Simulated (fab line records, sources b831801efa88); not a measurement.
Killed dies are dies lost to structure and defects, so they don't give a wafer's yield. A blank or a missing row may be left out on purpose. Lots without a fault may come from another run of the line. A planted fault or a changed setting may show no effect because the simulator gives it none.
A struck lot beside a sound one | flow sky130 | 33 steps out of a route of 708
Sound: wafers L675.3, L675.5, L675.6. Struck: wafers L663.1, L663.2, L663.4. The cause comes at the end.
At each step with rows: each side's tool, then ch and its chambers, then its first start. Under that, the readings that differ: sound wafers | struck wafers | difference of the means | sigmas: that difference in standard deviations of wafers without a fault.
alike: readings whose means differ by less than 2 such deviations, and words and numbers that are the same on both sides. not compared: withheld readings, readings that some wafer has no value for, bounds like >300 that may hide the same value, and numbers for which the record gives no deviation and whose values overlap.
The two part at a step that has a row with sigmas, a row that says differs or no value, or rows on one side only. Numbers that don't overlap but have no deviation are shown without sigmas and don't part them. A reading that every wafer of one side lacks parts them only if that side has two wafers or more.

first, 9 steps without rows for these wafers: SKY_NWELL_DEHYDRATE_16 (time 60 s); SKY_NWELL_HMDS_17 (prime time 60 s); SKY_NWELL_COAT_18 (resist thk 3000 nm); SKY_NWELL_SOFTBAKE_19; SKY_NWELL_EXPOSE_20 (exposes mask NWM COMPLEMENT, target cd 840 nm); SKY_NWELL_PEB_21; SKY_NWELL_DEVELOP_22 (develop time 60 s); SKY_NWELL_IMPLANT_24; SKY_NWELL_STRIP_25 (strips in O2/N2).
SKY_NWELL_CLEAN_27: cleans in SC1/SC2, time 150 s.
  sound on wet_bench-02 ch 1, day 9 07:55; struck on wet_bench-02 ch 3, day 6 18:31
  no value came back on the struck wafers for bath_guard_temp_C (C), bath_heat_duty_pct (%); on the sound wafers bath_guard_temp_C (C) reads 70.1 70.1 70.0
  not compared: model.SiO2_of_NWELL_OXIDATION_01.thk_nm
then, 21 steps without rows for these wafers: SKY_NWELL_RTA_28 (time 30 s); SKY_VT_ADJUST_HVTP_DEHYDRATE_00 (time 60 s); SKY_VT_ADJUST_HVTP_HMDS_01 (prime time 60 s); SKY_VT_ADJUST_HVTP_COAT_02 (resist thk 1140 nm); SKY_VT_ADJUST_HVTP_SOFTBAKE_03 (time 60 s); SKY_VT_ADJUST_HVTP_EXPOSE_04 (exposes mask HVTPM, target cd 380 nm); SKY_VT_ADJUST_HVTP_PEB_05; SKY_VT_ADJUST_HVTP_DEVELOP_06 (develop time 60 s); SKY_VT_ADJUST_HVTP_IMPLANT_09; SKY_VT_ADJUST_HVTP_STRIP_10 (strips in O2/N2); SKY_VT_ADJUST_LVTN_DEHYDRATE_00 (time 60 s); SKY_VT_ADJUST_LVTN_HMDS_01 (prime time 60 s); SKY_VT_ADJUST_LVTN_COAT_02 (resist thk 3000 nm); SKY_VT_ADJUST_LVTN_SOFTBAKE_03; SKY_VT_ADJUST_LVTN_EXPOSE_04 (exposes mask NWM COMPLEMENT LESS NATIVE, target cd 840 nm); SKY_VT_ADJUST_LVTN_PEB_05; SKY_VT_ADJUST_LVTN_DEVELOP_06 (develop time 60 s); SKY_VT_ADJUST_LVTN_IMPLANT_08; SKY_VT_ADJUST_LVTN_STRIP_09 (strips in O2/N2); SKY_VT_ADJUST_LVTN_DEHYDRATE_11 (time 60 s); SKY_VT_ADJUST_LVTN_HMDS_12 (prime time 60 s).
-- the record jumps here: 8 days lie between the struck wafers' starts before and after (it left off in module VT_ADJUST_LVTN and takes up again in module SONOS_ONO, whose first step shown is number 183 of the route) --
SKY_SONOS_ONO_ETCH_15: etches the open film in CHF3/O2, target depth 19.52 nm, time 7.8 s.
  sound on rie_diel-01 ch 0,3, day 18 04:31; struck on rie_diel-03 ch 0,1,2, day 14 14:04
  alike: drypump_motor_current_A, oes_product_au, throttle_valve_pct
  not compared: rf_hours_counter_h, model.SiO2_of_NWELL_OXIDATION_01.thk_nm
-- the record jumps here: 33 days lie between the struck wafers' starts before and after (it left off in module SONOS_ONO and takes up again in module PAD_OPEN, whose first step shown is number 708 of the route) --
SKY_PAD_OPEN_PROBE_99:
  sound on prober-02, day 49 17:49; struck on prober-02, day 47 06:45
  reading                                   | sound             | struck            | difference | sigmas
  model.etest.cap_thick_oxide.gate_bv_v (V) | 15.86 15.57 16.32 | 14.02 14.05 14.39 | -1.76      |
  model.etest.cap_thin_oxide.gate_bv_v (V)  | 7.056 6.923 7.211 | 6.403 6.474 6.426 | -0.629     |
  alike: killed_at_M0_to_M3, killed_at_M4_up, killed_at_contacts, killed_at_front_end, killed_at_other, killed_dies, killed_open, killed_short

WHERE THEY PART
Only at SKY_NWELL_CLEAN_27, within this record. Later steps at which nothing parts them and some readings are alike: SKY_SONOS_ONO_ETCH_15, SKY_PAD_OPEN_PROBE_99.

WHY: what the simulator had put in
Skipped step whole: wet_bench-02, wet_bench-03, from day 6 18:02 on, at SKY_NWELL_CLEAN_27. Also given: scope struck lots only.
